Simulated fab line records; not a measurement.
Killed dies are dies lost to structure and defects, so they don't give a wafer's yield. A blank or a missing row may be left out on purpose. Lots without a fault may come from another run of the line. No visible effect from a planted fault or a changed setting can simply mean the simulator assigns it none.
fab line records | flow sky130
[record] lots = 12 | wafers = 35 | last_day = 51
route steps=708 shown NWELL@82 VT_ADJUST_HVTP@91 VT_ADJUST_LVTN@115 PAD_OPEN@708
lots untouched by any fault: they come from a run of this same line in which no faults occurred
start_h: start of the lot's first displayed wafer, in hours after the record's first day | wait_h: time in hours since the lot's previous step | " the same as in the row above | L1.1+2: one row covering several wafers at once | - value missing, or start not given | * or withheld: withheld | < > ~ a bound
route shown NAME@n: names a module that has steps shown in the file, with the first one's number in the route | usual: mean/standard deviation of fault-free wafers | same: alike in all rows | chamber/n: place in a boat | sites: each site's reading | _std_site: how widely they spread, as a standard deviation | _edge_site: inner sites' mean taken away from outer sites' mean | radius_mm: for every site, how far away it sits from the centre of the wafer | mask NAME#n: copy n | behind: the most recent tool/chamber to have shaped the wafer | hold: why the lot went on hold/how many hours it stayed there/how the hold came to an end | device: whichever transistor did not switch (one of n, p or np) | end of line: the tests these same wafers got at the end of their route | a step without rows: its recipe alone | killed: the dies lost at the first sort to structure and to defects; this is not the yield of the wafer | map: the dies of a wafer, with x for killed, . for not killed, _ for no die there
set.NAME: the setting that was run; set.NAME@STEP: the one run at that earlier step | model.NAME: the simulator's own value behind a step, which no gauge read
the route's steps for a sample of lots (tables are steps, rows are wafers)
services: the hour from which a tool's chamber was out of use, counted from the record's first day as start_h (under 0 if before that day), plus the number of hours and why
[[steps]]
[step SKY_NWELL_RS_MEAS_29]
[recipe] thk_meas_gauge = four-point-probe
[usual] NWELL_RS = 624.6/1.9
lot.wafer | tool          | chamber | start_h | wait_h | NWELL_RS[ohm/sq]
L486.3    | film_metro-03 | -       | 106.39  | 0.1    | 621.0
L486.4    | "             | -       | "       | "      | 622.3
L486.6    | "             | -       | "       | "      | 622.1
L487.1    | film_metro-03 | -       | 109.89  | 0.1    | 622.2
L487.4    | "             | -       | "       | "      | 621.3
L487.5    | "             | -       | "       | "      | 622.6
L488.1    | film_metro-03 | -       | 113.83  | 0.1    | 623.1
L488.3    | "             | -       | "       | "      | 620.4
L488.5    | "             | -       | "       | "      | 621.2
L492.2    | film_metro-04 | -       | 139.05  | 0.1    | 626.1
L492.6    | "             | -       | "       | "      | 624.4
L495.1    | film_metro-04 | -       | 159.30  | 0.1    | 624.0
L495.4    | "             | -       | "       | "      | 624.9
L495.6    | "             | -       | "       | "      | 624.1
L498.3    | film_metro-04 | -       | 175.94  | 0.1    | 627.6
L498.4    | "             | -       | "       | "      | 627.1
L498.5    | "             | -       | "       | "      | 626.7
L500.2    | film_metro-04 | -       | 185.17  | 0.1    | 624.3
L500.3    | "             | -       | "       | "      | 624.6
L500.6    | "             | -       | "       | "      | 625.0
L505.1    | film_metro-03 | -       | 218.79  | 0.1    | 625.1
L505.3    | "             | -       | "       | "      | 623.9
L505.4    | "             | -       | "       | "      | 624.0
L506.1    | film_metro-03 | -       | 223.55  | 0.1    | 623.6
L506.3    | "             | -       | "       | "      | 624.2
L506.6    | "             | -       | "       | "      | 623.3
L507.2    | film_metro-02 | -       | 229.76  | 0.1    | 629.0
L507.4    | "             | -       | "       | "      | 627.8
L507.5    | "             | -       | "       | "      | 627.1
L508.2    | film_metro-04 | -       | 237.27  | 0.1    | 625.8
L508.4    | "             | -       | "       | "      | 625.0
L508.5    | "             | -       | "       | "      | 625.7
L509.1    | film_metro-02 | -       | 260.38  | 0.1    | 625.0
L509.3    | "             | -       | "       | "      | 625.1
L509.6    | "             | -       | "       | "      | 625.8
[step SKY_VT_ADJUST_HVTP_DEVELOP_06]
[recipe] resist = NOVOLAK | developer = TMAH | develop_time_s = 60 | dev_temp_c = 23
lot.wafer  | tool           | chamber | start_h | wait_h
L486.3+4+6 | litho_track-02 | 0       | 124.45  | 0.1
L487.1+4+5 | litho_track-02 | 0       | 128.15  | 0.1
L488.1+3+5 | litho_track-02 | 0       | 132.20  | 0.1
L492.2+6   | litho_track-04 | 0       | 158.66  | 0.1
L495.1+4+6 | litho_track-04 | 0       | 178.49  | 0.1
L498.3+4+5 | litho_track-03 | 0       | 196.95  | 0.1
L500.2+3+6 | litho_track-02 | 0       | 206.53  | 0.1
L505.1+3+4 | litho_track-02 | 0       | 242.30  | 0.1
L506.1+3+6 | litho_track-02 | 0       | 247.00  | 0.1
L507.2+4+5 | litho_track-04 | 0       | 253.36  | 0.1
L508.2+4+5 | litho_track-03 | 0       | 260.87  | 0.1
L509.1+3+6 | litho_track-03 | 0       | 284.80  | 0.1
[step SKY_VT_ADJUST_HVTP_CD_MEAS_07]
[recipe] target_cd_nm = 380
[usual] cd_nm = 380.3/2.3
lot.wafer | tool      | chamber | start_h | wait_h | hold                     | cd_nm
L486.3    | cd_sem-02 | -       | 124.59  | 0.1    | -                        | 380.0
L486.4    | "         | -       | "       | "      | -                        | 381.0
L486.6    | "         | -       | "       | "      | -                        | 378.6
L487.1    | cd_sem-01 | -       | 128.30  | 0.1    | -                        | 379.1
L487.4    | "         | -       | "       | "      | -                        | 375.2
L487.5    | "         | -       | "       | "      | -                        | 376.8
L488.1    | cd_sem-02 | -       | 132.35  | 0.1    | -                        | 376.5
L488.3    | "         | -       | "       | "      | -                        | 379.2
L488.5    | "         | -       | "       | "      | -                        | 378.6
L492.2    | cd_sem-02 | -       | 158.81  | 0.1    | await_dispo/0.2h/release | 368.2
L492.6    | "         | -       | "       | "      | await_dispo/0.2h/release | 368.1
L492.2    | cd_sem-02 | -       | 159.10  | 0.3    | -                        | 368.1
L492.6    | "         | -       | "       | "      | -                        | 367.7
L495.1    | cd_sem-01 | -       | 178.64  | 0.1    | -                        | 378.4
L495.4    | "         | -       | "       | "      | -                        | 378.0
L495.6    | "         | -       | "       | "      | -                        | 371.9
L498.3    | cd_sem-01 | -       | 197.09  | 0.1    | -                        | 379.4
L498.4    | "         | -       | "       | "      | -                        | 380.3
L498.5    | "         | -       | "       | "      | -                        | 379.8
L500.2    | cd_sem-02 | -       | 206.67  | 0.1    | -                        | 380.7
L500.3    | "         | -       | "       | "      | -                        | 377.4
L500.6    | "         | -       | "       | "      | -                        | 378.3
L505.1    | cd_sem-01 | -       | 242.45  | 0.1    | -                        | 378.8
L505.3    | "         | -       | "       | "      | -                        | 378.3
L505.4    | "         | -       | "       | "      | -                        | 378.9
L506.1    | cd_sem-02 | -       | 247.15  | 0.1    | -                        | 380.9
L506.3    | "         | -       | "       | "      | -                        | 380.9
L506.6    | "         | -       | "       | "      | -                        | 378.4
L507.2    | cd_sem-02 | -       | 253.51  | 0.1    | -                        | 381.9
L507.4    | "         | -       | "       | "      | -                        | 383.3
L507.5    | "         | -       | "       | "      | -                        | 383.2
L508.2    | cd_sem-01 | -       | 261.02  | 0.1    | -                        | 379.6
L508.4    | "         | -       | "       | "      | -                        | 381.8
L508.5    | "         | -       | "       | "      | -                        | 381.4
L509.1    | cd_sem-02 | -       | 284.95  | 0.1    | -                        | 382.7
L509.3    | "         | -       | "       | "      | -                        | 382.6
L509.6    | "         | -       | "       | "      | -                        | 383.0
[step SKY_VT_ADJUST_LVTN_OVL_MEAS_18]
[usual] VT_ADJUST_LVTN_01_OVL = -0.8/1.6
lot.wafer | tool       | chamber | start_h | wait_h | VT_ADJUST_LVTN_01_OVL[nm]
L486.3    | overlay-02 | -       | 163.45  | 0.1    | -2.1
L486.4    | "          | -       | "       | "      | -1.6
L486.6    | "          | -       | "       | "      | -1.2
L487.1    | overlay-01 | -       | 166.69  | 0.1    | -0.2
L487.4    | "          | -       | "       | "      | 1.2
L487.5    | "          | -       | "       | "      | 0.9
L488.1    | overlay-01 | -       | 171.70  | 0.1    | 3.8
L488.3    | "          | -       | "       | "      | 2.3
L488.5    | "          | -       | "       | "      | 1.2
L492.2    | overlay-02 | -       | 199.39  | 0.1    | 0.5
L492.6    | "          | -       | "       | "      | 2.4
L495.1    | overlay-02 | -       | 221.44  | 0.1    | -5.3
L495.4    | "          | -       | "       | "      | -3.8
L495.6    | "          | -       | "       | "      | -2.6
L498.3    | overlay-02 | -       | 242.30  | 0.1    | -1.7
L498.4    | "          | -       | "       | "      | -1.3
L498.5    | "          | -       | "       | "      | -0.7
L500.2    | overlay-02 | -       | 252.95  | 0.1    | -1.8
L500.3    | "          | -       | "       | "      | -2.1
L500.6    | "          | -       | "       | "      | -2.1
L505.1    | overlay-02 | -       | 290.89  | 0.1    | -1.1
L505.3    | "          | -       | "       | "      | -2.7
L505.4    | "          | -       | "       | "      | -2.8
L506.1    | overlay-02 | -       | 295.34  | 0.1    | 0.0
L506.3    | "          | -       | "       | "      | -0.1
L506.6    | "          | -       | "       | "      | 0.0
L507.2    | overlay-01 | -       | 303.14  | 0.1    | 0.9
L507.4    | "          | -       | "       | "      | 0.4
L507.5    | "          | -       | "       | "      | 0.8
L508.2    | overlay-02 | -       | 311.24  | 0.1    | 0.8
L508.4    | "          | -       | "       | "      | 0.7
L508.5    | "          | -       | "       | "      | 0.1
L509.1    | overlay-01 | -       | 336.75  | 0.1    | -1.7
L509.3    | "          | -       | "       | "      | -1.8
L509.6    | "          | -       | "       | "      | -0.8
[step SKY_VT_ADJUST_LVTN_STRIP_20]
[recipe] chemistry = O2/N2 | power_w = 1400 | pressure_mtorr = 1500 | platen_temp_c = withheld | o2_flow_sccm = 3000 | n2_flow_sccm = 300 | overash_fraction = 0.5
[usual] chamber_pressure_mTorr = 1500.1/1.4 | drypump_motor_current_A = 5.6/0.44 | oes_product_au = 0.716/0.0048 | strip_time_to_endpoint_s = 14.18/0.041
lot.wafer | tool            | chamber | start_h | wait_h | chamber_pressure_mTorr | drypump_motor_current_A | oes_product_au | rf_hours_counter_h | strip_time_to_endpoint_s
L486.3    | plasma_asher-02 | 1       | 163.66  | 0.1    | 1498.2                 | 5.1                     | 0.716          | -                  | 14.16
L486.4    | "               | 0       | "       | "      | 1501.4                 | 6.2                     | 0.713          | -                  | 14.18
L486.6    | "               | 1       | "       | "      | 1502.1                 | 5.1                     | 0.719          | -                  | 14.23
L487.1    | plasma_asher-02 | 0       | 166.87  | 0.1    | 1500.4                 | 6.3                     | 0.710          | 47                 | 14.16
L487.4    | "               | 0       | "       | "      | 1501.0                 | 6.3                     | 0.725          | -                  | 14.21
L487.5    | "               | 1       | "       | "      | 1503.8                 | 5.1                     | 0.717          | -                  | 14.12
L488.1    | plasma_asher-02 | 0       | 171.88  | 0.1    | 1500.2                 | 6.2                     | 0.710          | 48                 | 14.19
L488.3    | "               | 1       | "       | "      | 1498.8                 | 5.1                     | 0.718          | -                  | 14.23
L488.5    | "               | 1       | "       | "      | 1499.2                 | 5.1                     | 0.714          | -                  | 14.21
L492.2    | plasma_asher-02 | 0       | 199.57  | 0.1    | 1498.1                 | 6.3                     | 0.716          | 50                 | 14.19
L492.6    | "               | 1       | "       | "      | 1500.7                 | 5.2                     | 0.718          | -                  | 14.23
L495.1    | plasma_asher-02 | 0       | 221.62  | 0.1    | 1500.8                 | 6.2                     | 0.715          | 53                 | 14.14
L495.4    | "               | 1       | "       | "      | 1500.1                 | 5.1                     | 0.714          | -                  | 14.20
L495.6    | "               | 0       | "       | "      | 1500.5                 | 6.2                     | 0.719          | -                  | 14.16
L498.3    | plasma_asher-02 | 0       | 242.51  | 0.1    | 1500.0                 | 6.2                     | 0.718          | -                  | 14.22
L498.4    | "               | 1       | "       | "      | 1500.2                 | 5.1                     | 0.726          | -                  | 14.22
L498.5    | "               | 1       | "       | "      | 1498.4                 | 5.1                     | 0.721          | -                  | 14.24
L500.2    | plasma_asher-03 | 0       | 253.13  | 0.1    | 1501.9                 | 5.7                     | 0.709          | 44                 | 14.14
L500.3    | "               | 1       | "       | "      | 1501.6                 | 5.6                     | 0.718          | -                  | 14.14
L500.6    | "               | 0       | "       | "      | 1500.0                 | 5.7                     | 0.716          | -                  | 14.18
L505.1    | plasma_asher-04 | 0       | 291.07  | 0.1    | 1498.5                 | 5.2                     | 0.718          | 61                 | 14.08
L505.3    | "               | 1       | "       | "      | 1502.0                 | 5.1                     | 0.722          | -                  | 14.11
L505.4    | "               | 0       | "       | "      | 1499.0                 | 5.2                     | 0.714          | -                  | 14.15
L506.1    | plasma_asher-04 | 1       | 295.52  | 0.1    | 1499.6                 | 5.1                     | 0.706          | 62                 | 14.16
L506.3    | "               | 1       | "       | "      | 1501.1                 | 5.1                     | 0.717          | -                  | 14.13
L506.6    | "               | 1       | "       | "      | 1500.8                 | 5.1                     | 0.714          | -                  | 14.17
L507.2    | plasma_asher-02 | 0       | 303.32  | 0.1    | 1500.3                 | 6.3                     | 0.715          | 61                 | 14.20
L507.4    | "               | 0       | "       | "      | 1500.6                 | 6.2                     | 0.723          | -                  | 14.19
L507.5    | "               | 0       | "       | "      | 1500.6                 | 6.3                     | 0.722          | -                  | 14.20
L508.2    | plasma_asher-03 | 1       | 311.42  | 0.1    | 1499.0                 | 5.6                     | 0.720          | 49                 | 14.17
L508.4    | "               | 0       | "       | "      | 1501.2                 | 5.7                     | 0.720          | -                  | 14.18
L508.5    | "               | 0       | "       | "      | 1500.1                 | 5.7                     | 0.714          | -                  | 14.18
L509.1    | plasma_asher-03 | 0       | 336.93  | 0.1    | 1500.7                 | 5.7                     | 0.712          | 52                 | 14.19
L509.3    | "               | 1       | "       | "      | 1499.2                 | 5.6                     | 0.708          | -                  | 14.16
L509.6    | "               | 0       | "       | "      | 1500.3                 | 5.7                     | 0.712          | -                  | 14.22
[step SKY_PAD_OPEN_PROBE_99]
[usual] killed_at_M0_to_M3 = 43/6.5 | killed_at_M4_up = 3.1/1.8 | killed_at_contacts = 24/5.6 | killed_at_front_end = 15/4.2 | killed_at_other = 0.3/0.5 | killed_dies = 86/8.9 | killed_open = 47/6.9 | killed_short = 39/5.9
[same] gross_dies = 492 | killed_at_back_side = 0
lot.wafer | tool      | chamber | start_h | wait_h | killed_at_M0_to_M3 | killed_at_M4_up | killed_at_contacts | killed_at_front_end | killed_at_other | killed_dies | killed_open | killed_short
L492.6    | prober-02 | -       | 1110.18 | 0.2    | 41                 | 4               | 25                 | 10                  | 0               | 80          | 41          | 39
L500.2    | prober-02 | -       | 1151.67 | 0.1    | 42                 | 3               | 22                 | 14                  | 0               | 81          | 52          | 29
L500.3    | prober-02 | -       | 1151.72 | 0.2    | 39                 | 4               | 28                 | 10                  | 0               | 81          | 46          | 35
// killed by level:class
L492.6 VIA1:geometric_particle:open=11 LI_CONTACT:geometric_particle:open=8 LOCAL_INTERCONNECT:geometric_particle:short=6 VIA2:geometric_particle:open=5 CONTACT:geometric_particle:short=5 CONTACT:geometric_particle:open=5 POLY_GATE:geometric_particle:open=4 VIA3:geometric_particle:open=4
L500.2 VIA1:geometric_particle:open=12 LI_CONTACT:geometric_particle:open=7 CONTACT:geometric_particle:open=7 VIA3:geometric_particle:open=7 METAL1:geometric_particle:short=5 VIA2:geometric_particle:open=4 POLY_GATE:geometric_particle:open=3 LOCAL_INTERCONNECT:geometric_particle:short=3
L500.3 VIA1:geometric_particle:open=13 CONTACT:geometric_particle:open=8 LI_CONTACT:geometric_particle:open=6 METAL2:geometric_particle:short=6 LI_CONTACT:geometric_particle:short=5 LOCAL_INTERCONNECT:geometric_particle:short=5 VIA2:geometric_particle:open=4 FIELD_ISO:geometric_particle:open=3
[[services]]
tool            | chamber | start_h | hours | kind
plasma_asher-04 | -       | 104.83  | 1.2   | repair
plasma_asher-03 | -       | 134.59  | 2.8   | pm
plasma_asher-02 | -       | 161.01  | 2.5   | repair
plasma_asher-02 | -       | 177.02  | 0.9   | repair
plasma_asher-04 | -       | 207.25  | 3.2   | repair
plasma_asher-03 | -       | 296.06  | 5.4   | repair
plasma_asher-02 | -       | 298.87  | 1.3   | repair
[[key]]
[first_sign] step = SKY_VT_ADJUST_HVTP_CD_MEAS_07 | reading = visit | direction = added
[effect] step = SKY_VT_ADJUST_HVTP_CD_MEAS_07 | reading = cd_nm | direction = down | sigmas = 4.8 | usual = 380.3 | struck = 369.4
met_at SKY_VT_ADJUST_HVTP_DEVELOP_06
struck_lots L492,L495
struck_wafers L492.2,L492.6,L495.6
tester_left_out L492,L495
not_acting_at SKY_NWELL_RS_MEAS_29,SKY_VT_ADJUST_LVTN_OVL_MEAS_18,SKY_VT_ADJUST_LVTN_STRIP_20
[fault] kind = process_parameter_drift | tool = litho_track-04 | chamber = - | onset_h = 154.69 | steps = SKY_VT_ADJUST_HVTP_DEVELOP_06 | channel = develop_time_s | offset = * | shape = step | end_h = 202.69 | scope = struck_wafers_only | acts_in = * | stated = *
// tester_left_out: of these lots the tester's yield and bins aren't shown, on N5 and GAA mostly nor the transistor test; their killed dies are dies lost to structure and defects alone, not to doping, threshold or leakage, so they don't give the yield
